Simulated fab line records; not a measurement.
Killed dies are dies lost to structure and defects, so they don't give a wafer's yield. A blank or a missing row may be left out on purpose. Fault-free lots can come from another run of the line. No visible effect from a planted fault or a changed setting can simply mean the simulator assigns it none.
Comparing a struck lot with a sound one / flow sky130 / 22 out of 708 route steps
Sound: the wafers L968.2, L968.3, L968.6. The struck wafers were L987.1, L987.4, L987.5. The cause is given at the end.
For every step that has rows: the tool of each side, followed by ch and its chambers, followed by its first start. Under that, the readings that differ: sound wafers / struck wafers / difference of the means / sigmas: that difference in standard deviations of wafers without a fault.
alike: readings whose means differ by less than 2 such deviations, and words and numbers that are the same on both sides. not compared: withheld readings, readings that some wafer has no value for, bounds like >300 that may hide the same value, and numbers for which the record gives no deviation and whose values overlap.
The two part at a step that has a row with sigmas, a row that says differs or no value, or rows on one side only. Non-overlapping numbers with no deviation appear without sigmas and do not part them. A reading missing from all wafers of one side parts the sides only when that side holds two or more wafers.

first, 6 steps without rows for these wafers: SKY_LDD_HVN_HMDS_01 (prime time 60 s); SKY_LDD_HVN_COAT_02 (resist thk 300 nm); SKY_LDD_HVN_SOFTBAKE_03 (time 60 s); SKY_LDD_HVN_EXPOSE_04 (exposes mask HVNTM, target cd 700 nm); SKY_LDD_HVN_PEB_05; SKY_LDD_HVN_DEVELOP_06 (develop time 60 s).
SKY_LDD_HVN_OVL_MEAS_07:
  sound on overlay-02, day 20 02:58; struck on overlay-01, day 27 01:46
  alike: LDD_HVN_OVL
after that, 1 step had no rows for these wafers: SKY_LDD_HVN_IMPLANT_08.
SKY_LDD_HVN_STRIP_09: strips in O2/N2.
  sound on plasmaAsher-02 ch 0, day 20 03:09; struck on plasmaAsher-02 ch 0,1, day 27 01:57
  alike: drypumpMotorCurrentA, n2FlowSccm, oesProductAu, stripTimeToEndpointS
  not compared: rfHoursCounterH
SKY_LDD_HVN_TW_MEAS_10:
  sound on filmMetro-02, day 20 03:16; struck on filmMetro-04, day 27 02:03
reading=LDD_HVN_TW; sound=1466 1476 1462; struck=1429 1433 1440; difference=-34; sigmas=-2
then, 2 steps without rows for these wafers: SKY_LDD_HVP_DEHYDRATE_00 (time 60 s); SKY_LDD_HVP_HMDS_01 (prime time 60 s).
SKY_LDD_HVP_COAT_02: resist thk 300 nm.
  sound on lithoTrack-02 ch 0, day 20 18:19; struck on lithoTrack-04 ch 0, day 27 16:21
reading=spinSpeedRpm (rpm); sound=2996.9 2996.6 2998.3; struck=2750.0 2748.1 2747.1; difference=-248.9; sigmas=-99 or more
reading=model.NOVOLAK_of_LDD_HVP_COAT_02.thkNm (nm); sound=298.9 298.7 298; struck=314 313.7 312.6; difference=+15; sigmas=
  alike: resistLineTempC
then, 3 steps without rows for these wafers: SKY_LDD_HVP_SOFTBAKE_03 (time 60 s); SKY_LDD_HVP_EXPOSE_04 (exposes mask HVPTM, target cd 700 nm); SKY_LDD_HVP_PEB_05.
SKY_LDD_HVP_DEVELOP_06: develop time 60 s.
  sound on lithoTrack-01 ch 0, day 21 10:02; struck on lithoTrack-04 ch 0, day 28 06:30
reading=model.NOVOLAK_of_LDD_HVP_COAT_02.thkNm (nm); sound=298.5 298.3 297.6; struck=313.6 313.2 312.2; difference=+14.9; sigmas=
  alike: resistLineTempC
SKY_LDD_HVP_OVL_MEAS_07:
  sound on overlay-02, day 21 10:10; struck on overlay-02, day 28 06:39
  alike: LDD_HVP_OVL
after that, 1 step had no rows for these wafers: SKY_LDD_HVP_IMPLANT_08.
SKY_LDD_HVP_STRIP_09: strips in O2/N2.
  sound on plasmaAsher-02 ch 0,1, day 21 10:21; struck on plasmaAsher-03 ch 1, day 28 06:50
reading=drypumpMotorCurrentA (A); sound=6.2 5.8 6.2; struck=4.7 4.6 4.7; difference=-1.4; sigmas=-3
reading=stripTimeToEndpointS (s); sound=4.108 4.108 4.103; struck=4.309 4.310 4.314; difference=+0.205; sigmas=+14
  alike: n2FlowSccm, oesProductAu
  not compared: rfHoursCounterH
SKY_LDD_HVP_TW_MEAS_10:
  sound on filmMetro-04, day 21 10:28; struck on filmMetro-04, day 28 06:56
  alike: LDD_HVP_TW
SKY_PAD_OPEN_PROBE_99:
  the record holds rows for the sound wafers here (prober-02, day 45 14:12) but none for the struck ones

## WHERE THEY PART
Earliest at SKY_LDD_HVN_TW_MEAS_10; latest, in this record, at SKY_PAD_OPEN_PROBE_99.

WHY: what had been put in by the simulator
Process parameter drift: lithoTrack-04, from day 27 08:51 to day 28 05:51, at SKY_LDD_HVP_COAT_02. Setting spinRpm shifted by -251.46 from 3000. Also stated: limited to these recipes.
